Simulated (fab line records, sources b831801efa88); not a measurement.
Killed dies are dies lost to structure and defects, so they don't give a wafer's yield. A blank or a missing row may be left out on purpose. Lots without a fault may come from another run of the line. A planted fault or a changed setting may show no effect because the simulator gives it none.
Chamber matching | flow gf180mcu | GF_STI_ETCH_13 on rie_diel-02: 4 sister chambers
The step etches the open film in CHF3/O2, stops on Si, target depth 282.31 nm, time 112.9 s. 8 wafers are shown with their chamber, then 7 later ones without.

WAFERS WITH THEIR CHAMBER
wafer  | chamber | bias_w (W) | oes_product_au (a.u.)
L498.4 | 2       | 199.3      | 0.830
L499.5 | 1       | 199.4      | 0.834
L499.6 | 0       | 199.7      | 0.828
L505.1 | 1       | 200.3      | 0.839
L505.4 | 3       | 200.0      | 0.825
L505.5 | 2       | 199.6      | 0.829
L506.1 | 0       | 200.3      | 0.832
L506.3 | 3       | 199.7      | 0.834

WAFERS WITHOUT THEIR CHAMBER
wafer  | bias_w (W) | oes_product_au (a.u.)
L506.5 | 199.7      | 0.833
L510.3 | 200.2      | 0.837
L510.4 | 200.5      | 0.830
L510.6 | 200.8      | 0.829
L511.1 | 200.5      | 0.836
L511.2 | 199.9      | 0.827
L511.5 | 199.5      | 0.839

WHICH CHAMBER EACH WENT THROUGH
wafer  | from the rows above               | in truth
L506.5 | can't be placed: 3 or 1 or 0 or 2 | 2
L510.3 | can't be placed: 1 or 0 or 3 or 2 | 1
L510.4 | can't be placed: 0 or 3 or 1 or 2 | 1
L510.6 | can't be placed: 0 or 3 or 1 or 2 | 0
L511.1 | can't be placed: 1 or 0 or 3 or 2 | 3
L511.2 | can't be placed: 3 or 0 or 2 or 1 | 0
L511.5 | can't be placed: 1 or 2 or 3 or 0 | 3
Placed correctly: 0 of 7. Can't be placed from these rows: 7 (the true chamber is among the candidates in 7). Placed wrongly: 0.
How it was worked out, from the rows above alone: a wafer's distance from a chamber is the root of the sum, over the readings, of the square of ((its reading less the chamber's mean) divided by the reading's scatter). The wafer belongs to the nearest chamber; if the next one is less than 2 further off, it can't be placed. A chamber's mean is the mean of its shown wafers. The scatter: the root of (the sum of the squares of (reading less its chamber's mean) over the shown wafers, divided by (wafers less chambers)).
